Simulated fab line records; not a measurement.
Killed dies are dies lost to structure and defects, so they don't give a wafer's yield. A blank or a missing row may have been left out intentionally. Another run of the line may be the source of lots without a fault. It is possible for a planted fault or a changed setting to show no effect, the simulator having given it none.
Which tool was responsible? | flow gf180mcu | 6 lots with 18 wafers sampled at 2 steps, on a route of 602 steps

## WHAT EACH GAUGE READ, for each wafer
GF_PSD_RS_MEAS_14: measures by four-point-probe.
lot  | measured     | on            | NSD_RS (ohm/sq)
L187 | day 15 03:17 | film_metro-04 | 45.72 45.83 45.78
L189 | day 15 19:17 | film_metro-02 | 45.72 45.79 45.56
L191 | day 16 10:41 | film_metro-02 | 45.64 45.70 45.68
L193 | day 17 01:10 | film_metro-04 | 46.00 45.88 45.90
L203 | day 20 13:58 | film_metro-01 | 43.97 44.02 44.00
L206 | day 21 15:55 | film_metro-02 | 45.62 45.72 45.73

## EACH LOT AND THE TOOL THAT RAN IT (in order: tool; ch and the chambers of the sampled wafers; start)
lot  | GF_PSD_RTA_13
L187 | rtp_anneal-02 ch 0, day 15 03:11
L189 | rtp_anneal-02 ch 0, day 15 19:11
L191 | rtp_anneal-01 ch 0, day 16 10:36
L193 | rtp_anneal-01 ch 0, day 17 01:05
L203 | rtp_anneal-02 ch 0, day 20 13:53
L206 | rtp_anneal-01 ch 0, day 21 15:49
- GF_PSD_RTA_13: time 20 s.

## THE ANSWER, worked out from the rows above alone
Rule: what is usual is taken from the lots themselves. The widest of any qualifying gaps counts: lots, ordered by their means at a reading, are off when they make up no more than a third of the lots, leave a main group of 4 or more, and stand apart from it by 3 or more times the standard deviation of that group's means. If all means in a main group match to the digits the tables above print for the reading, that group is not used. A lot without any number at a reading at which 4 lots or more have one is off too. Where the step has rows for the other lots, those lots are counted as sound.
Off: L203, seen at GF_PSD_RS_MEAS_14 (NSD_RS). The main group has a mean of 45.75 ohm/sq with a standard deviation of 0.095.
If a tool, at a process step before that reading, ran all the lots that are off and no sound lot after the first of them, it fits. Those tools and the gauges at GF_PSD_RS_MEAS_14 are tried in the same way. Undecided on this evidence; 2 tools fit (rtp_anneal-02 at GF_PSD_RTA_13, film_metro-01 at GF_PSD_RS_MEAS_14).

## WHAT HAD BEEN PUT IN BY THE SIMULATOR
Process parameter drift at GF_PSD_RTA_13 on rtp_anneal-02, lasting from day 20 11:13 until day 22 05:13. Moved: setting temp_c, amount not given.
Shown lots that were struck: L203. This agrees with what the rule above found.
